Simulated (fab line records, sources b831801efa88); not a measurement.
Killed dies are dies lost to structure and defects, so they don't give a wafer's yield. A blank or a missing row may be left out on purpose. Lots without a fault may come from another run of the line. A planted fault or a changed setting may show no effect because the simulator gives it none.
Which tool did it? | flow gf180mcu | 12 lots, 36 wafers sampled, at 5 steps of a route of 602

WHAT THE GAUGES READ, wafer by wafer
GF_V4_THK_MEAS_25: measures by xrf. Usual: V4_W_THK 363 nm, standard deviation 4.5.
lot  | measured     | on            | V4_W_THK (nm) | flag
L679 | day 24 18:05 | film_metro-01 | 366 368 373   |
L681 | day 25 14:10 | film_metro-02 | 361 366 361   |
L684 | day 26 10:38 | film_metro-03 | 368 363 368   |
L685 | day 26 19:27 | film_metro-02 | 364 366 364   |
L688 | day 27 19:54 | film_metro-02 | 372 368 372   |
L689 | day 28 06:44 | film_metro-02 | 363 361 365   |
L690 | day 28 10:23 | film_metro-03 | 353 357 355   |
L691 | day 28 17:24 | film_metro-03 | 359 359 360   |
L692 | day 28 21:59 | film_metro-03 | 361 362 360   |
L695 | day 30 00:43 | film_metro-03 | 359 362 359   |
L697 | day 30 11:25 | film_metro-03 | 364 358 357   |
L698 | day 30 17:44 | film_metro-02 | 359 362 366   |

GF_V5_BOW_MEAS_05. Usual: V5_BOW 138 um, standard deviation 9.3.
lot  | measured     | on            | V5_BOW (um)       | flag
L679 | day 26 15:02 | film_metro-04 | 130 130 118       |
L681 | day 27 10:55 | film_metro-04 | 151 157 154       |
L684 | day 28 05:43 | film_metro-02 | 165 160 167 - - - |
L685 | day 28 13:29 | film_metro-04 | 152 164 158 - - - |
L688 | day 29 13:14 | film_metro-04 | 137 141 154       |
L689 | day 30 00:43 | film_metro-04 | 135 130 132       |
L690 | day 30 02:40 | film_metro-01 | 141 148 150       |
L691 | day 30 10:24 | film_metro-01 | 122 133 128       |
L692 | day 30 14:14 | film_metro-01 | 135 142 137       |
L695 | day 31 14:42 | film_metro-04 | 138 136 147       |
L697 | day 32 00:33 | film_metro-01 | 129 129 133       |
L698 | day 32 07:01 | film_metro-04 | 154 158 144       |

WHICH TOOL RAN EACH LOT (tool, then ch and the chambers of the sampled wafers, then the start)
lot  | GF_V4_CMP_26                  | GF_MIM_SPUTTER_03            | GF_V5_CMP_04
L679 | cmp-02 ch 0,3, day 24 18:09   | pvd_sputter-03, day 24 18:37 | cmp-02 ch 0,1,2, day 26 14:47
L681 | cmp-01 ch 0,1,2, day 25 14:14 | pvd_sputter-04, day 25 14:41 | cmp-01 ch 0,1,2, day 27 10:37
L684 | cmp-02 ch 0,1, day 26 10:41   | pvd_sputter-04, day 26 11:09 | cmp-02 ch 0,2,3, day 28 05:33
L685 | cmp-01 ch 0,2,3, day 26 19:31 | pvd_sputter-04, day 26 19:58 | cmp-02 ch 1,2,3, day 28 13:11
L688 | cmp-02 ch 1,3, day 27 20:01   | pvd_sputter-02, day 27 20:25 | cmp-02 ch 0,2, day 29 12:59
L689 | cmp-02 ch 0,1, day 28 06:48   | pvd_sputter-04, day 28 07:16 | cmp-01 ch 0,1,2, day 30 00:31
L690 | cmp-02 ch 0,2,3, day 28 10:34 | pvd_sputter-04, day 28 10:52 | cmp-02 ch 2,3, day 30 02:19
L691 | cmp-02 ch 1,2,3, day 28 17:28 | pvd_sputter-04, day 28 17:55 | cmp-02 ch 1,2,3, day 30 10:06
L692 | cmp-01 ch 0,2,3, day 28 22:02 | pvd_sputter-02, day 28 22:30 | cmp-01 ch 1,2,3, day 30 13:59
L695 | cmp-02 ch 0,1,3, day 30 00:47 | pvd_sputter-03, day 30 01:14 | cmp-01 ch 0,3, day 31 14:24
L697 | cmp-02 ch 2,3, day 30 11:32   | pvd_sputter-02, day 30 11:56 | cmp-02 ch 0,1,3, day 32 00:21
L698 | cmp-02 ch 1,2,3, day 30 17:48 | pvd_sputter-04, day 30 18:16 | cmp-02 ch 0,1,3, day 32 06:43
- GF_V4_CMP_26: polishes, stops on SiO2, t overpolish 15 s, target thk 0 nm.
- GF_MIM_SPUTTER_03: material Ti, target thk 10 nm, time 6.7 s.
- GF_V5_CMP_04: polishes SiO2.

WHAT THE TOOLS THEMSELVES READ (means of the sampled wafers that have a number; where no wafer has one, the mark that the record gives instead)
GF_V4_CMP_26. Usual: edge_zone_pressure_frac 1.001, standard deviation 0.0045; head_pressure_psi 3.500 psi, standard deviation 0.0071; motor_current_A 10.8 A, standard deviation 0.67; overpolish_run_s 15.001 s, standard deviation 0.009; slurry_filter_dp_kPa 13.48 kPa, standard deviation 0.12; time_to_endpoint_s 84.8 s, standard deviation 2.7.
lot  | tool   | edge_zone_pressure_frac | head_pressure_psi (psi) | motor_current_A (A) | overpolish_run_s (s) | slurry_filter_dp_kPa (kPa) | time_to_endpoint_s (s) | flag
L679 | cmp-02 | 1.001                   | 3.503                   | 10.8                | 15.006               | 13.44                      | 87.0                   |
L681 | cmp-01 | 1.000                   | 3.493                   | 11.1                | 14.991               | 13.57                      | 85.4                   |
L684 | cmp-02 | 0.998                   | 3.499                   | 10.5                | 14.994               | 13.47                      | 86.3                   |
L685 | cmp-01 | 1.004                   | 3.501                   | 11.0                | 14.997               | 13.44                      | 85.2                   |
L688 | cmp-02 | 1.000                   | 3.506                   | 10.7                | 14.999               | 13.51                      | 80.5                   |
L689 | cmp-02 | 0.999                   | 3.503                   | 10.6                | 14.999               | 13.49                      | 84.2                   |
L690 | cmp-02 | 0.998                   | 3.504                   | 10.4                | 15.002               | 13.49                      | 79.7                   |
L691 | cmp-02 | 1.000                   | 3.500                   | 10.4                | 15.013               | 13.40                      | 82.2                   |
L692 | cmp-01 | 0.999                   | 3.505                   | 11.0                | 15.003               | 13.46                      | 86.7                   |
L695 | cmp-02 | 1.002                   | 3.500                   | 11.0                | 14.996               | 13.43                      | 82.0                   |
L697 | cmp-02 | 1.001                   | 3.508                   | 10.5                | 15.002               | 13.38                      | 84.9                   |
L698 | cmp-02 | 1.002                   | 3.501                   | 10.5                | 15.001               | 13.53                      | 84.9                   |

GF_MIM_SPUTTER_03. Usual: cathode_dc_power_W 3000.1 W, standard deviation 0.54; throttle_valve_pct 30.0 %, standard deviation 0.98.
lot  | tool           | cathode_dc_power_W (W) | throttle_valve_pct (%) | flag
L679 | pvd_sputter-03 | 2999.7                 | 28.6                   |
L681 | pvd_sputter-04 | 2999.8                 | 30.1                   |
L684 | pvd_sputter-04 | 2999.9                 | 30.4                   |
L685 | pvd_sputter-04 | 2999.6                 | 29.6                   |
L688 | pvd_sputter-02 | 3000.2                 | 30.2                   |
L689 | pvd_sputter-04 | 2999.9                 | 29.1                   |
L690 | pvd_sputter-04 | 3000.1                 | 30.2                   |
L691 | pvd_sputter-04 | 3000.4                 | 29.8                   |
L692 | pvd_sputter-02 | 2999.7                 | 30.4                   |
L695 | pvd_sputter-03 | 3000.0                 | 30.0                   |
L697 | pvd_sputter-02 | 3000.1                 | 30.4                   |
L698 | pvd_sputter-04 | 3000.3                 | 29.3                   |

GF_V5_CMP_04. Usual: edge_zone_pressure_frac 1.000, standard deviation 0.0044; head_pressure_psi 4.000 psi, standard deviation 0.0081; motor_current_A 11.7 A, standard deviation 0.8; slurry_filter_dp_kPa 13.50 kPa, standard deviation 0.13.
lot  | tool   | edge_zone_pressure_frac | head_pressure_psi (psi) | motor_current_A (A) | slurry_filter_dp_kPa (kPa) | flag
L679 | cmp-02 | 1.005                   | 3.993                   | 11.6                | 13.46                      |
L681 | cmp-01 | 1.001                   | 4.006                   | 12.3                | 13.46                      |
L684 | cmp-02 | -                       | -                       | -                   | -                          | OFF
L685 | cmp-02 | -                       | -                       | -                   | -                          | OFF
L688 | cmp-02 | 1.000                   | 4.004                   | 11.4                | 13.48                      |
L689 | cmp-01 | 1.005                   | 4.007                   | 12.1                | 13.55                      |
L690 | cmp-02 | 1.004                   | 3.993                   | 11.6                | 13.39                      |
L691 | cmp-02 | 1.000                   | 4.005                   | 11.5                | 13.40                      |
L692 | cmp-01 | 0.998                   | 4.008                   | 12.3                | 13.58                      |
L695 | cmp-01 | 0.999                   | 3.992                   | 11.4                | 13.37                      |
L697 | cmp-02 | 1.002                   | 4.009                   | 11.6                | 13.49                      |
L698 | cmp-02 | 0.998                   | 3.997                   | 11.9                | 13.43                      |

THE ANSWER, worked out from the rows above alone
Rule: a lot is off if the mean of its wafers that have a number lies more than 3 standard deviations from the usual mean. A lot without any number at a reading at which 4 lots or more have one is off too. The other lots that the step has rows for count as sound. The gauges are gone through in route order, then the tools' own readings, and for those a lot's mean is taken as printed above. The first step at which some lot is off is used, and at that step the reading that is off furthest; a lot without a number counts as furthest.
Off: L684, L685, at GF_V5_CMP_04 (edge_zone_pressure_frac). Without a number there: L684, L685.
A tool fits if, at that step or a process step before it, it ran every lot that is off, and no sound lot after the first of them. None of those tried fits.

WHAT THE SIMULATOR HAD PUT IN
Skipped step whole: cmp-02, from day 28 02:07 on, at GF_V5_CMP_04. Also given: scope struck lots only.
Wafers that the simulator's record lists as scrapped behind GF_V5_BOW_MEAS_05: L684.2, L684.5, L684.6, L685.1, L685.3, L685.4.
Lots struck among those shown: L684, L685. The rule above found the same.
